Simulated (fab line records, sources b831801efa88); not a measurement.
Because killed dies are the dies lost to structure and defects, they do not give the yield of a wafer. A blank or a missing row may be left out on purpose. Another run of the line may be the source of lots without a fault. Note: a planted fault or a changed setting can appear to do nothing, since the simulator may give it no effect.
fab line records	flow gf180mcu
record: lots: 15	wafers: 45	lastDay: 34
route steps=602 shown CONTACT@292 V1@335
lots with no fault: from the same line, run without faults
startH: start of the lot's first displayed wafer, in hours after the record's first day	waitH: hours since the lot's step before	" identical to the entry in the row above	L1.1+2: one row covering several wafers at once	- value missing, or start not given	* or withheld: withheld	< > ~ a bound
route shown NAME@n: a module of which the file shows steps, and the number in the route of the first	usual: mean/standard deviation of fault-free wafers	same: alike in all rows	chamber/n: place in a boat	sites: readings site by site	_std_site: their standard deviation	_edge_site: the outer-site mean with the inner-site mean subtracted	radiusMm: for every site, how far away it sits from the centre of the wafer	mask NAME#n: copy n	behind: the most recent tool/chamber to have shaped the wafer	hold: why the lot was held/for how many hours/how that ended	device: transistor that didn't switch, given as n, p or np	end of line: the tests these same wafers got at the end of their route	step lacking rows: just its recipe	killed: at the first sort, the dies lost to defects and structure; wafer yield is something else	map: a wafer's dies, marking killed ones x, the rest . and places with no die _
set.NAME: the run value of the setting; set.NAME@STEP: its run value at that earlier step	model.NAME: the simulator's own value behind a step, which no gauge read
the route's steps for a sample of lots (tables are steps, rows are wafers)
services: from which hour (startH, from the record's first day; less than 0 if before it) a tool's chamber was out of use, for how many hours, and why
== steps ==
step: GF_CONTACT_BOW_MEAS_05
recipe: mode: bow
usual: CONTACT_BOW: 65/6.7
lot.wafer	tool	chamber	startH	waitH	CONTACT_BOW[um]
L279.1	filmMetro-01	-	365.76	0.1	65
L279.2	"	-	"	"	65
L279.3	"	-	"	"	64
L282.1	filmMetro-04	-	394.64	0.1	62
L282.5	"	-	"	"	59
L282.6	"	-	"	"	54
L284.3	filmMetro-01	-	410.71	0.2	70
L284.4	"	-	"	"	70
L284.5	"	-	"	"	64
L285.1	filmMetro-02	-	417.43	0.2	66
L285.5	"	-	"	"	59
L285.6	"	-	"	"	64
L286.1	filmMetro-04	-	429.37	0.1	70
L286.3	"	-	"	"	74
L286.6	"	-	"	"	68
L288.2	filmMetro-02	-	446.24	0.3	50
L288.3	"	-	"	"	67
L288.6	"	-	"	"	68
L289.4	filmMetro-02	-	458.25	0.3	69
L289.5	"	-	"	"	82
L289.6	"	-	"	"	73
L290.2	filmMetro-04	-	462.12	0.1	74
L290.5	"	-	"	"	67
L290.6	"	-	"	"	54
L291.1	filmMetro-01	-	474.49	0.1	70
L291.3	"	-	"	"	54
L291.5	"	-	"	"	61
L293.2	filmMetro-04	-	492.71	0.2	55
L293.3	"	-	"	"	62
L293.6	"	-	"	"	64
L294.3	filmMetro-02	-	497.92	0.2	71
L294.5	"	-	"	"	49
L294.6	"	-	"	"	56
L296.2	filmMetro-02	-	514.94	0.3	55
L296.4	"	-	"	"	61
L296.6	"	-	"	"	47
L297.1	filmMetro-02	-	520.46	0.2	71
L297.3	"	-	"	"	70
L297.5	"	-	"	"	69
L298.2	filmMetro-01	-	524.56	0.2	67
L298.4	"	-	"	"	70
L298.5	"	-	"	"	67
L299.1	filmMetro-02	-	537.92	0.1	67
L299.3	"	-	"	"	62
L299.5	"	-	"	"	73
step: GF_CONTACT_OVL_MEAS_15
usual: CONTACT_OVL: 0/4.6
lot.wafer	tool	chamber	startH	waitH	CONTACT_OVL[nm]
L279.1	overlay-01	-	388.27	0.1	-7
L279.2	"	-	"	"	-7
L279.3	"	-	"	"	-2
L282.1	overlay-02	-	417.89	0.1	-5
L282.5	"	-	"	"	0
L282.6	"	-	"	"	-3
L284.3	overlay-01	-	434.18	0.1	5
L284.4	"	-	"	"	8
L284.5	"	-	"	"	-7
L285.1	overlay-02	-	441.82	0.1	-1
L285.5	"	-	"	"	-3
L285.6	"	-	"	"	5
L286.1	overlay-01	-	453.40	0.1	-2
L286.3	"	-	"	"	-2
L286.6	"	-	"	"	-5
L288.2	overlay-02	-	471.22	0.1	-2
L288.3	"	-	"	"	10
L288.6	"	-	"	"	9
L289.4	overlay-02	-	482.38	0.1	-12
L289.5	"	-	"	"	-12
L289.6	"	-	"	"	0
L290.2	overlay-01	-	485.77	0.1	4
L290.5	"	-	"	"	4
L290.6	"	-	"	"	1
L291.1	overlay-01	-	498.12	0.1	2
L291.3	"	-	"	"	6
L291.5	"	-	"	"	0
L293.2	overlay-01	-	516.64	0.1	-2
L293.3	"	-	"	"	1
L293.6	"	-	"	"	3
L294.3	overlay-01	-	521.42	0.1	-2
L294.5	"	-	"	"	1
L294.6	"	-	"	"	-12
L296.2	overlay-02	-	537.67	0.1	-3
L296.4	"	-	"	"	-1
L296.6	"	-	"	"	1
L297.1	overlay-01	-	543.73	0.1	1
L297.3	"	-	"	"	-1
L297.5	"	-	"	"	6
L298.2	overlay-01	-	547.84	0.1	-4
L298.4	"	-	"	"	-5
L298.5	"	-	"	"	-5
L299.1	overlay-02	-	561.13	0.1	2
L299.3	"	-	"	"	0
L299.5	"	-	"	"	6
step: GF_CONTACT_SPUTTER_22
recipe: material: Ti	targetThkNm: 15	chamberPressurePa: 5	powerW: 2500	substrateTempC: 200	timeS: 80.02
usual: substrateTempC: 200.01/0.18	throttleValvePct: 29.6/1.1
lot.wafer	tool	chamber	startH	waitH	substrateTempC	throttleValvePct
L279.1	pvdSputter-03	-	388.77	0.0	200.19	28.1
L279.2	"	-	"	"	200.35	29.4
L279.3	"	-	"	"	200.06	28.4
L282.1	pvdSputter-01	-	418.40	0.0	200.04	30.4
L282.5	"	-	"	"	200.02	29.7
L282.6	"	-	"	"	200.08	28.8
L284.3	pvdSputter-03	-	434.67	0.0	199.96	28.4
L284.4	"	-	"	"	200.07	28.2
L284.5	"	-	"	"	200.17	30.6
L285.1	pvdSputter-02	-	442.32	0.0	199.77	29.6
L285.5	"	-	"	"	199.99	31.0
L285.6	"	-	"	"	199.84	30.9
L286.1	pvdSputter-01	-	453.90	0.0	199.59	28.8
L286.3	"	-	"	"	200.02	30.4
L286.6	"	-	"	"	199.74	28.8
L288.2	pvdSputter-03	-	471.71	0.0	200.04	27.9
L288.3	"	-	"	"	200.09	29.4
L288.6	"	-	"	"	200.07	28.0
L289.4	pvdSputter-02	-	482.86	0.0	200.10	31.3
L289.5	"	-	"	"	199.89	30.9
L289.6	"	-	"	"	200.14	29.9
L290.2	pvdSputter-02	-	486.26	0.0	200.03	31.2
L290.5	"	-	"	"	199.90	31.4
L290.6	"	-	"	"	200.35	31.2
L291.1	pvdSputter-01	-	498.61	0.0	200.08	29.7
L291.3	"	-	"	"	199.87	30.7
L291.5	"	-	"	"	200.13	30.5
L293.2	pvdSputter-03	-	517.13	0.0	199.79	28.1
L293.3	"	-	"	"	200.13	30.2
L293.6	"	-	"	"	200.06	29.2
L294.3	pvdSputter-03	-	521.91	0.0	200.00	27.9
L294.5	"	-	"	"	199.93	29.2
L294.6	"	-	"	"	200.06	28.4
L296.2	pvdSputter-03	-	538.17	0.0	199.98	29.2
L296.4	"	-	"	"	200.23	30.4
L296.6	"	-	"	"	199.78	28.6
L297.1	pvdSputter-03	-	544.23	0.0	199.70	29.1
L297.3	"	-	"	"	199.92	28.5
L297.5	"	-	"	"	200.20	29.1
L298.2	pvdSputter-01	-	548.34	0.0	199.66	30.4
L298.4	"	-	"	"	200.00	30.9
L298.5	"	-	"	"	200.17	30.4
L299.1	pvdSputter-02	-	561.64	0.0	199.74	31.5
L299.3	"	-	"	"	199.99	29.6
L299.5	"	-	"	"	200.22	31.0
step: GF_V1_CVD_00
recipe: material: SiO2	targetThkNm: 600	sigmaOpenFrac: 0.3	tempC: 400	timeS: 100	sih4FlowSccm: 60	pressureMtorr: 6
usual: pressureMtorr: 6.000/0.011	runLengthS: 127.8/0.36
lot.wafer	tool	chamber	startH	waitH	pressureMtorr	runLengthS
L279.1	hdpcvd-01	1	414.37	0.0	6.017	127.7
L279.2	"	2	"	"	5.997	127.8
L279.3	"	0	"	"	6.008	128.4
L282.1	hdpcvd-02	0	443.89	0.0	6.004	127.5
L282.5	"	1	"	"	6.011	128.7
L282.6	"	2	"	"	5.997	127.7
L284.3	hdpcvd-01	2	460.60	0.0	-	-
L284.4	"	0	"	"	-	-
L284.5	"	1	"	"	-	-
L285.1	hdpcvd-02	0	468.96	0.0	-	-
L285.5	"	2	"	"	-	-
L285.6	"	1	"	"	-	-
L286.1	hdpcvd-01	0	479.21	0.0	-	-
L286.3	"	2	"	"	-	-
L286.6	"	0	"	"	-	-
L288.2	hdpcvd-02	1	496.90	0.0	5.990	128.8
L288.3	"	2	"	"	6.014	127.7
L288.6	"	1	"	"	5.981	128.0
L289.4	hdpcvd-01	1	508.50	0.0	5.992	128.1
L289.5	"	2	"	"	5.998	127.4
L289.6	"	0	"	"	5.990	127.7
L290.2	hdpcvd-01	2	510.90	0.0	6.003	127.5
L290.5	"	0	"	"	6.003	127.3
L290.6	"	1	"	"	6.002	128.2
L291.1	hdpcvd-02	2	523.71	0.0	6.011	127.4
L291.3	"	1	"	"	6.007	128.0
L291.5	"	1	"	"	6.019	128.5
L293.2	hdpcvd-02	0	541.65	0.0	6.008	127.7
L293.3	"	1	"	"	6.004	128.1
L293.6	"	1	"	"	6.006	128.3
L294.3	hdpcvd-02	1	546.05	0.0	5.998	127.7
L294.5	"	0	"	"	5.983	127.6
L294.6	"	1	"	"	5.997	127.9
L296.2	hdpcvd-01	1	562.11	0.0	6.016	128.3
L296.4	"	0	"	"	6.017	127.4
L296.6	"	1	"	"	6.003	128.0
L297.1	hdpcvd-01	1	567.76	0.0	5.991	128.4
L297.3	"	2	"	"	6.004	128.0
L297.5	"	1	"	"	6.007	127.9
L298.2	hdpcvd-01	0	572.66	0.0	5.986	127.7
L298.4	"	0	"	"	5.980	127.9
L298.5	"	2	"	"	5.987	127.5
L299.1	hdpcvd-02	1	584.91	0.0	6.004	128.1
L299.3	"	0	"	"	6.019	127.0
L299.5	"	2	"	"	6.003	127.7
step: GF_V1_BOW_MEAS_05
recipe: mode: bow
usual: V1_BOW: 83/7.6
lot.wafer	tool	chamber	startH	waitH	V1_BOW[um]
L279.1	filmMetro-03	-	414.96	0.1	88
L279.2	"	-	"	"	87
L279.3	"	-	"	"	89
L282.1	filmMetro-03	-	444.46	0.2	81
L282.5	"	-	"	"	79
L282.6	"	-	"	"	73
L284.3	filmMetro-04	-	461.26	0.4	58
L284.4	"	-	"	"	60
L284.5	"	-	"	"	54
L285.1	filmMetro-04	-	469.52	0.1	53
L285.5	"	-	"	"	47
L285.6	"	-	"	"	51
L286.1	filmMetro-04	-	479.77	0.1	58
L286.3	"	-	"	"	63
L286.6	"	-	"	"	56
L288.2	filmMetro-04	-	497.48	0.3	68
L288.3	"	-	"	"	85
L288.6	"	-	"	"	84
L289.4	filmMetro-04	-	509.08	0.2	86
L289.5	"	-	"	"	98
L289.6	"	-	"	"	89
L290.2	filmMetro-02	-	511.60	0.3	89
L290.5	"	-	"	"	83
L290.6	"	-	"	"	69
L291.1	filmMetro-04	-	524.30	0.2	90
L291.3	"	-	"	"	75
L291.5	"	-	"	"	80
L293.2	filmMetro-04	-	542.25	0.3	68
L293.3	"	-	"	"	76
L293.6	"	-	"	"	78
L294.3	filmMetro-04	-	546.69	0.2	86
L294.5	"	-	"	"	67
L294.6	"	-	"	"	70
L296.2	filmMetro-02	-	562.69	0.2	71
L296.4	"	-	"	"	77
L296.6	"	-	"	"	62
L297.1	filmMetro-04	-	568.33	0.2	88
L297.3	"	-	"	"	86
L297.5	"	-	"	"	88
L298.2	filmMetro-03	-	573.24	0.2	89
L298.4	"	-	"	"	94
L298.5	"	-	"	"	88
L299.1	filmMetro-02	-	585.47	0.1	81
L299.3	"	-	"	"	73
L299.5	"	-	"	"	85
== services ==
tool	chamber	startH	hours	kind
pvdSputter-02	-	466.69	7.4	repair
hdpcvd-02	-	479.68	0.7	repair
hdpcvd-01	-	484.84	2.8	pm
pvdSputter-01	0	506.68	-	consumableReplace:kit
pvdSputter-01	0	506.68	18.0	scheduledDown
pvdSputter-01	0	506.68	18.0	ventCycle
hdpcvd-02	2	531.64	3.3	repair
hdpcvd-02	-	538.67	0.3	repair
hdpcvd-01	-	539.25	15.0	pm
hdpcvd-01	0	539.25	15.0	ventCycle
hdpcvd-01	1	539.25	15.0	ventCycle
hdpcvd-01	2	539.25	17.9	ventCycle
hdpcvd-01	2	552.49	4.6	repair
hdpcvd-01	0	554.25	-	clean
hdpcvd-01	1	554.25	-	clean
hdpcvd-01	2	554.25	-	clean
pvdSputter-01	-	579.50	1.1	repair
== key ==
firstSign: step: GF_V1_CVD_00	reading: toolRecord	direction: missing
effect: step: GF_V1_BOW_MEAS_05	reading: V1_BOW	direction: down	sigmas: 3.6	usual: 83	struck: 56
metAt GF_V1_CVD_00
struckLots L284,L285,L286
laterRowsLeftOut L284.3,L284.4,L284.5,L285.1,L285.5,L285.6,L286.1,L286.3,L286.6
sortLeftOut L284.3,L284.4,L284.5,L285.1,L285.5,L285.6,L286.1,L286.3,L286.6
notActingAt GF_CONTACT_BOW_MEAS_05,GF_CONTACT_OVL_MEAS_15,GF_CONTACT_SPUTTER_22
onsetBetween 443.89 460.60
fault: kind: skippedStepWhole	tool: hdpcvd-01,hdpcvd-02	chamber: -	onsetH: 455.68	steps: GF_V1_CVD_00	scope: struckLotsOnly
sortLeftOut: the simulated sort isn't trusted on such a fault, so these wafers' sort isn't shown, and their yield isn't known
laterRowsLeftOut: the simulator's readings of these wafers behind a module that went badly wrong aren't trusted and aren't shown, but for the sort
